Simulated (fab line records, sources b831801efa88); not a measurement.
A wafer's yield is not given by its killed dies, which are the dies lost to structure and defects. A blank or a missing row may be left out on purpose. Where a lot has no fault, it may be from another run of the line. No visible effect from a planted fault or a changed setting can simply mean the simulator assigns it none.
Which of the tools did it? -- flow gf180mcu -- 36 wafers from 12 lots sampled at 5 of the route's 602 steps

## WHAT THE GAUGES READ, wafer by wafer
GF_HV_LDD_CD_MEAS_46: the cd target is 400 nm. Usual: cd_nm reads 399.9 nm (standard deviation 2.1).
lot,measured,on,cd_nm (nm),flag
L786,day 12 13:55,cd_sem-02,396.9 398.0 397.0,
L787,day 12 15:43,cd_sem-01,401.7 399.6 400.2,
L788,day 12 22:01,cd_sem-02,401.3 398.3 398.8,
L790,day 15 15:31,cd_sem-01,400.2 399.3 400.0,
L791,day 15 19:35,cd_sem-01,401.1 403.8 404.4,
L792,day 15 22:38,cd_sem-02,402.4 398.6 401.7,
L793,day 16 01:42,cd_sem-02,400.9 398.6 399.6,
L798,day 17 14:14,cd_sem-01,433.2 398.5 433.2,OFF
L799,day 17 14:30,cd_sem-02,394.4 394.8 396.9,
L800,day 17 22:30,cd_sem-01,434.8 402.9 403.0,OFF
L805,day 20 01:24,cd_sem-01,402.0 403.0 402.4,
L806,day 20 16:30,cd_sem-01,400.2 400.2 401.2,

GF_HV_LDD_THK_MEAS_57. Usual: HV_LDD_CVD_56_THK gives 89.9 nm (standard deviation 0.85).
lot,measured,on,HV_LDD_CVD_56_THK (nm),flag
L786,day 12 17:07,film_metro-03,89.7 88.9 89.1,
L787,day 12 18:59,film_metro-03,89.6 90.0 89.4,
L788,day 13 01:13,film_metro-02,89.7 90.4 89.8,
L790,day 15 18:44,film_metro-04,90.6 90.6 90.3,
L791,day 15 22:48,film_metro-04,90.0 89.7 90.3,
L792,day 16 01:49,film_metro-02,91.3 90.2 91.3,
L793,day 16 05:13,film_metro-04,90.9 90.6 91.4,
L798,day 17 17:27,film_metro-04,90.1 90.4 90.1,
L799,day 17 18:53,film_metro-03,90.0 89.7 89.7,
L800,day 18 01:51,film_metro-02,90.4 90.3 89.8,
L805,day 20 05:19,film_metro-04,89.1 88.8 88.5,
L806,day 20 20:14,film_metro-02,89.9 90.1 90.1,

GF_CONTACT_THK_MEAS_03. Usual: CONTACT_CVD_02_THK gives 863 nm (standard deviation 13).
lot,measured,on,CONTACT_CVD_02_THK (nm),flag
L786,day 15 09:09,film_metro-02,854 862 867,
L787,day 15 10:23,film_metro-02,873 883 894,
L788,day 15 17:02,film_metro-04,846 856 870,
L790,day 18 17:37,film_metro-03,864 873 880,
L791,day 18 22:03,film_metro-03,852 849 864,
L792,day 19 00:46,film_metro-02,853 866 877,
L793,day 19 05:07,film_metro-03,844 868 873,
L798,day 20 20:44,film_metro-03,856 872 886,
L799,day 20 22:32,film_metro-02,858 864 856,
L800,day 21 05:12,film_metro-04,838 856 851,
L805,day 23 06:43,film_metro-04,848 848 858,
L806,day 23 20:13,film_metro-02,843 852 858,

## WHICH TOOL RAN EACH LOT (tool, then ch and the chambers of the sampled wafers, then the start)
lot,GF_HV_LDD_COAT_41,GF_HV_LDD_STRIP_49
L786,"litho_track-02 ch 0, day 12 03:38","plasma_asher-02 ch 0, day 12 14:11"
L787,"litho_track-04 ch 0, day 12 05:22","plasma_asher-02 ch 0,1, day 12 16:01"
L788,"litho_track-04 ch 0, day 12 12:22","plasma_asher-03 ch 0,1, day 12 22:17"
L790,"litho_track-04 ch 0, day 15 04:52","plasma_asher-04 ch 0,1, day 15 15:47"
L791,"litho_track-03 ch 0, day 15 08:59","plasma_asher-03 ch 0, day 15 19:53"
L792,"litho_track-03 ch 0, day 15 11:59","plasma_asher-03 ch 0,1, day 15 22:56"
L793,"litho_track-04 ch 0, day 15 14:47","plasma_asher-02 ch 0,1, day 16 02:01"
L798,"litho_track-04 ch 0, day 17 02:32","plasma_asher-04 ch 0,1, day 17 14:32"
L799,"litho_track-02 ch 0, day 17 02:40","plasma_asher-02 ch 0,1, day 17 14:47"
L800,"litho_track-04 ch 0, day 17 10:47","plasma_asher-02 ch 0,1, day 17 22:49"
L805,"litho_track-02 ch 0, day 19 12:22","plasma_asher-03 ch 0,1, day 20 01:41"
L806,"litho_track-02 ch 0, day 20 04:28","plasma_asher-04 ch 0,1, day 20 16:47"
- GF_HV_LDD_COAT_41: resist thk 1000 nm.
- GF_HV_LDD_STRIP_49: strips in O2/N2.

## AS READ BY THE TOOLS THEMSELVES (means over the sampled wafers that have a number; for cases with no such wafer, the mark the record gives instead)
GF_HV_LDD_COAT_41. Usual: dispense_pressure_kPa 49 kPa, standard deviation 3.7; exhaust_pa 45.2 Pa, standard deviation 0.89.
lot,tool,dispense_pressure_kPa (kPa),exhaust_pa (Pa),flag
L786,litho_track-02,52,45.3,
L787,litho_track-04,44,44.1,
L788,litho_track-04,44,45.5,
L790,litho_track-04,44,45.4,
L791,litho_track-03,52,44.2,
L792,litho_track-03,52,45.5,
L793,litho_track-04,44,45.2,
L798,litho_track-04,44,45.3,
L799,litho_track-02,52,45.2,
L800,litho_track-04,44,46.0,
L805,litho_track-02,52,45.2,
L806,litho_track-02,52,45.3,

GF_HV_LDD_STRIP_49. Usual: drypump_motor_current_A 5.7 A, standard deviation 0.31; heater_power_w 300 W, standard deviation 37; oes_product_au 0.716 a.u., standard deviation 0.0042; strip_time_to_endpoint_s 12.65 s, standard deviation 0.037.
lot,tool,drypump_motor_current_A (A),heater_power_w (W),oes_product_au (a.u.),strip_time_to_endpoint_s (s),flag
L786,plasma_asher-02,5.9,309,0.713,12.61,
L787,plasma_asher-02,5.9,314,0.717,12.65,
L788,plasma_asher-03,5.5,260,0.716,12.69,
L790,plasma_asher-04,5.5,329,0.716,12.68,
L791,plasma_asher-03,5.8,258,0.718,12.63,
L792,plasma_asher-03,5.5,259,0.720,12.68,
L793,plasma_asher-02,6.0,313,0.713,12.67,
L798,plasma_asher-04,5.5,331,0.649,10.36,OFF
L799,plasma_asher-02,6.0,316,0.717,12.64,
L800,plasma_asher-02,6.0,320,0.684,11.43,OFF
L805,plasma_asher-03,5.7,257,0.711,12.71,
L806,plasma_asher-04,5.4,342,0.716,12.66,

## THE ANSWER, worked out from the rows above alone
Rule: lot off if the mean of its wafers having a number is beyond 3 standard deviations from the usual mean. A lot without any number at a reading at which 4 lots or more have one is off too. The other lots that the step has rows for count as sound. After the gauges, taken in route order, come the tools' own readings; for these a lot's mean is taken, as printed above. At the first step where some lot is off, the reading lying furthest off is the one used; lots without a number count as furthest.
Off at GF_HV_LDD_CD_MEAS_46 (cd_nm): L798, L800.
A tool fits if, at a process step before that reading, it ran every lot that is off, and no sound lot after the first of them. The gauges at GF_HV_LDD_CD_MEAS_46 aren't tried: what is off there is off at GF_HV_LDD_STRIP_49 too, on other tools, and a gauge's error can't cause that. One fits: litho_track-04 at GF_HV_LDD_COAT_41. Its last sound lot is L793 (day 15 14:47), its first lot that is off L798 (day 17 02:32): a fault that began between those two fits.

## WHAT THE SIMULATOR PUT IN
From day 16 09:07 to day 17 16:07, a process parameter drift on litho_track-04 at GF_HV_LDD_COAT_41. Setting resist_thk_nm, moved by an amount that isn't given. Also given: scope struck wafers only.
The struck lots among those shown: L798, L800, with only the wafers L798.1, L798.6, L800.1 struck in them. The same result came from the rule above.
